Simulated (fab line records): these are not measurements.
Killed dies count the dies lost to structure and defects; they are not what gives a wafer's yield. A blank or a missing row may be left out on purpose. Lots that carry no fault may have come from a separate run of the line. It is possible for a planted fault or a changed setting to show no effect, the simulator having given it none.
Chamber matching / flow sky130 / SKY_VIA2_ETCH_15 on rie-diel-03 has 4 sister chambers
The step etches SiO2 in C4F8/O2/Ar, stops on TiN, target depth 546 nm, time 84 s. 7 wafers are shown with their chamber, then 10 later ones without.

## WAFERS PAIRED WITH THEIR CHAMBERS
wafer=L074.1; chamber=3; oes-product-au (a.u.)=0.941
wafer=L080.2; chamber=2; oes-product-au (a.u.)=0.946
wafer=L081.3; chamber=1; oes-product-au (a.u.)=0.949
wafer=L081.4; chamber=0; oes-product-au (a.u.)=0.944
wafer=L081.5; chamber=0; oes-product-au (a.u.)=0.941
wafer=L087.1; chamber=1; oes-product-au (a.u.)=0.942
wafer=L087.3; chamber=2; oes-product-au (a.u.)=0.939

## WAFERS WHOSE CHAMBER IS MISSING
wafer=L087.4; oes-product-au (a.u.)=0.942
wafer=L091.2; oes-product-au (a.u.)=0.943
wafer=L091.5; oes-product-au (a.u.)=0.943
wafer=L091.6; oes-product-au (a.u.)=0.944
wafer=L095.2; oes-product-au (a.u.)=0.940
wafer=L095.3; oes-product-au (a.u.)=0.938
wafer=L095.6; oes-product-au (a.u.)=0.943
wafer=L096.2; oes-product-au (a.u.)=0.941
wafer=L096.4; oes-product-au (a.u.)=0.942
wafer=L096.6; oes-product-au (a.u.)=0.933

## CHAMBER TAKEN BY EACH
wafer=L087.4; from the rows above=can't be placed: 0 or 2 or 3 or 1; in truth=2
wafer=L091.2; from the rows above=can't be placed: 0 or 2 or 3 or 1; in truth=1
wafer=L091.5; from the rows above=can't be placed: 0 or 2 or 3 or 1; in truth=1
wafer=L091.6; from the rows above=can't be placed: 0 or 1 or 2 or 3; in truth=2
wafer=L095.2; from the rows above=can't be placed: 3 or 0 or 2 or 1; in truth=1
wafer=L095.3; from the rows above=can't be placed: 3 or 0 or 2 or 1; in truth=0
wafer=L095.6; from the rows above=can't be placed: 0 or 2 or 3 or 1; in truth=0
wafer=L096.2; from the rows above=can't be placed: 3 or 0 or 2 or 1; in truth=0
wafer=L096.4; from the rows above=can't be placed: 0 or 2 or 3 or 1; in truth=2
wafer=L096.6; from the rows above=can't be placed: 3 or 0 or 2 or 1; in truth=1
Placed correctly: 0 of 10. From these rows, 10 cannot be placed; in 10 the true chamber is one of the candidates. 0 placed wrongly.
How it was worked out, from the rows above alone: a wafer's distance from a chamber is the root of the sum, over the readings, of the square of ((its reading less the chamber's mean) divided by the reading's scatter). If the next closest chamber is less than 2 further off than the closest, the wafer can't be placed; otherwise it belongs to the closest. The mean given for a chamber averages the wafers shown for that chamber. The scatter: take each reading less its chamber's mean, square it, sum over the shown wafers, divide by the number of wafers less the number of chambers, and take the root.
